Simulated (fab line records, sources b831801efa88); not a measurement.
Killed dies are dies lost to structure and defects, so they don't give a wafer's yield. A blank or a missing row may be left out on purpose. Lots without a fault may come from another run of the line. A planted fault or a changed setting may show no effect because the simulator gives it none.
Which tool did it? | flow gf180mcu | 14 lots, 42 wafers sampled, at 4 steps of a route of 602

WHAT THE GAUGES READ, wafer by wafer
GF_V3_CD_MEAS_14: target cd 260 nm. Usual: cd_nm 259.7 nm, standard deviation 1.4.
lot  | measured     | on        | cd_nm (nm)        | flag
L278 | day 21 21:22 | cd_sem-02 | 258.7 259.1 258.9 |
L279 | day 22 08:57 | cd_sem-02 | 259.8 259.4 260.3 |
L280 | day 23 21:39 | cd_sem-02 | 258.8 258.0 257.6 |
L281 | day 24 02:17 | cd_sem-01 | 262.0 260.7 261.1 |
L283 | day 24 02:30 | cd_sem-02 | 260.9 259.7 261.2 |
L282 | day 24 03:35 | cd_sem-02 | 256.7 257.1 256.7 |
L290 | day 26 11:00 | cd_sem-02 | 261.0 260.2 260.6 |
L291 | day 26 20:13 | cd_sem-02 | 259.9 258.3 258.6 |
L293 | day 27 12:16 | cd_sem-02 | 259.5 259.3 259.7 |
L295 | day 28 00:43 | cd_sem-01 | 259.7 260.4 260.8 |
L296 | day 28 08:54 | cd_sem-01 | 261.8 262.5 261.4 |
L298 | day 28 22:37 | cd_sem-02 | 261.1 260.2 260.5 |
L299 | day 29 02:06 | cd_sem-01 | 257.6 257.6 257.3 |
L301 | day 29 17:24 | cd_sem-02 | 261.4 261.8 261.3 |

GF_V4_THK_MEAS_01. Usual: V4_CVD_00_THK 603 nm, standard deviation 7.
lot  | measured     | on            | V4_CVD_00_THK (nm) | flag
L278 | day 22 23:25 | film_metro-01 | 600 600 600        |
L279 | day 23 10:32 | film_metro-04 | 608 600 605        |
L280 | day 24 22:10 | film_metro-04 | 610 605 616        |
L281 | day 25 01:24 | film_metro-01 | 607 611 604        |
L283 | day 25 02:19 | film_metro-03 | 593 594 594        |
L282 | day 25 03:47 | film_metro-01 | 601 607 603        |
L290 | day 27 09:34 | film_metro-03 | 601 594 605        |
L291 | day 27 18:37 | film_metro-04 | 591 610 603        |
L293 | day 28 11:02 | film_metro-03 | 599 609 607        |
L295 | day 28 22:34 | film_metro-03 | 616 609 616        |
L296 | day 29 06:57 | film_metro-04 | 611 615 611        |
L298 | day 29 19:39 | film_metro-01 | 596 599 597        |
L299 | day 29 23:36 | film_metro-04 | 603 611 607        |
L301 | day 30 14:55 | film_metro-04 | 602 604 595        |

WHICH TOOL RAN EACH LOT (tool, then ch and the chambers of the sampled wafers, then the start)
lot  | GF_M4_SPUTTER_02             | GF_M4_DEVELOP_13
L278 | pvd_sputter-01, day 21 22:59 | litho_track-03 ch 0, day 22 22:25
L279 | pvd_sputter-03, day 22 10:34 | litho_track-02 ch 0, day 23 09:32
L280 | pvd_sputter-03, day 23 23:16 | litho_track-03 ch 0, day 24 21:07
L281 | pvd_sputter-03, day 24 03:56 | litho_track-01 ch 0, day 25 00:23
L283 | pvd_sputter-02, day 24 04:09 | litho_track-02 ch 0, day 25 01:15
L282 | pvd_sputter-03, day 24 05:13 | litho_track-03 ch 0, day 25 02:44
L290 | pvd_sputter-01, day 26 12:37 | litho_track-03 ch 0, day 27 08:34
L291 | pvd_sputter-03, day 26 21:51 | litho_track-03 ch 0, day 27 17:37
L293 | pvd_sputter-02, day 27 14:18 | litho_track-01 ch 0, day 28 09:54
L295 | pvd_sputter-02, day 28 02:23 | litho_track-02 ch 0, day 28 21:32
L296 | pvd_sputter-03, day 28 10:32 | litho_track-01 ch 0, day 29 05:56
L298 | pvd_sputter-01, day 29 00:24 | litho_track-02 ch 0, day 29 18:38
L299 | pvd_sputter-01, day 29 03:44 | litho_track-02 ch 0, day 29 22:30
L301 | pvd_sputter-02, day 29 19:15 | litho_track-01 ch 0, day 30 13:46
- GF_M4_SPUTTER_02: material AlCu, target thk 450 nm, time 23.9 s.
- GF_M4_DEVELOP_13: develop time 60 s.

WHAT THE TOOLS THEMSELVES READ (means of the sampled wafers that have a number; where no wafer has one, the mark that the record gives instead)
GF_M4_SPUTTER_02. Usual: throttle_valve_pct 30.2 %, standard deviation 0.73.
lot  | tool           | throttle_valve_pct (%) | flag
L278 | pvd_sputter-01 | 29.9                   |
L279 | pvd_sputter-03 | 30.3                   |
L280 | pvd_sputter-03 | 30.7                   |
L281 | pvd_sputter-03 | 30.7                   |
L283 | pvd_sputter-02 | 29.6                   |
L282 | pvd_sputter-03 | 30.5                   |
L290 | pvd_sputter-01 | 30.0                   |
L291 | pvd_sputter-03 | 31.0                   |
L293 | pvd_sputter-02 | 29.6                   |
L295 | pvd_sputter-02 | 29.6                   |
L296 | pvd_sputter-03 | 30.6                   |
L298 | pvd_sputter-01 | 29.8                   |
L299 | pvd_sputter-01 | 29.6                   |
L301 | pvd_sputter-02 | 28.8                   |

GF_M4_DEVELOP_13. Usual: developer_temp_C 21.02 C, standard deviation 0.12; resist_line_temp_C 23.01 C, standard deviation 0.098.
lot  | tool           | developer_temp_C (C) | resist_line_temp_C (C) | flag
L278 | litho_track-03 | 21.05                | 23.11                  |
L279 | litho_track-02 | 20.99                | 22.88                  |
L280 | litho_track-03 | 21.04                | 22.94                  |
L281 | litho_track-01 | 20.94                | 22.97                  |
L283 | litho_track-02 | 20.93                | 23.08                  |
L282 | litho_track-03 | 20.83                | 23.02                  |
L290 | litho_track-03 | 21.92                | 23.07                  | OFF
L291 | litho_track-03 | 21.75                | 23.01                  | OFF
L293 | litho_track-01 | 21.19                | 22.99                  |
L295 | litho_track-02 | 21.06                | 22.98                  |
L296 | litho_track-01 | 21.01                | 22.88                  |
L298 | litho_track-02 | 21.14                | 23.08                  |
L299 | litho_track-02 | 20.85                | 23.00                  |
L301 | litho_track-01 | 20.95                | 23.08                  |

THE ANSWER, worked out from the rows above alone
Rule: a lot is off if the mean of its wafers that have a number lies more than 3 standard deviations from the usual mean. A lot without any number at a reading at which 4 lots or more have one is off too. The other lots that the step has rows for count as sound. The gauges are gone through in route order, then the tools' own readings, and for those a lot's mean is taken as printed above. The first step at which some lot is off is used, and at that step the reading that is off furthest; a lot without a number counts as furthest.
Off: L290, L291, at GF_M4_DEVELOP_13 (developer_temp_C).
A tool fits if, at that step or a process step before it, it ran every lot that is off, and no sound lot after the first of them. One fits: litho_track-03 at GF_M4_DEVELOP_13. Its last sound lot is L282 (day 25 02:44), its first lot that is off L290 (day 27 08:34): a fault that began between those two fits.
The tool's own readings at GF_M4_DEVELOP_13 bear it out: on the lots that are off they differ by more than 5 times the standard deviation of the sound lots' means. developer_temp_C reads 21.84 C there against 21.00 C on the sound lots.

WHAT THE SIMULATOR HAD PUT IN
Process parameter drift: litho_track-03, from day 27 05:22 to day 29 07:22, at GF_M4_DEVELOP_13. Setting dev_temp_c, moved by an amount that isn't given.
Lots struck among those shown: L290, L291. The rule above found the same.
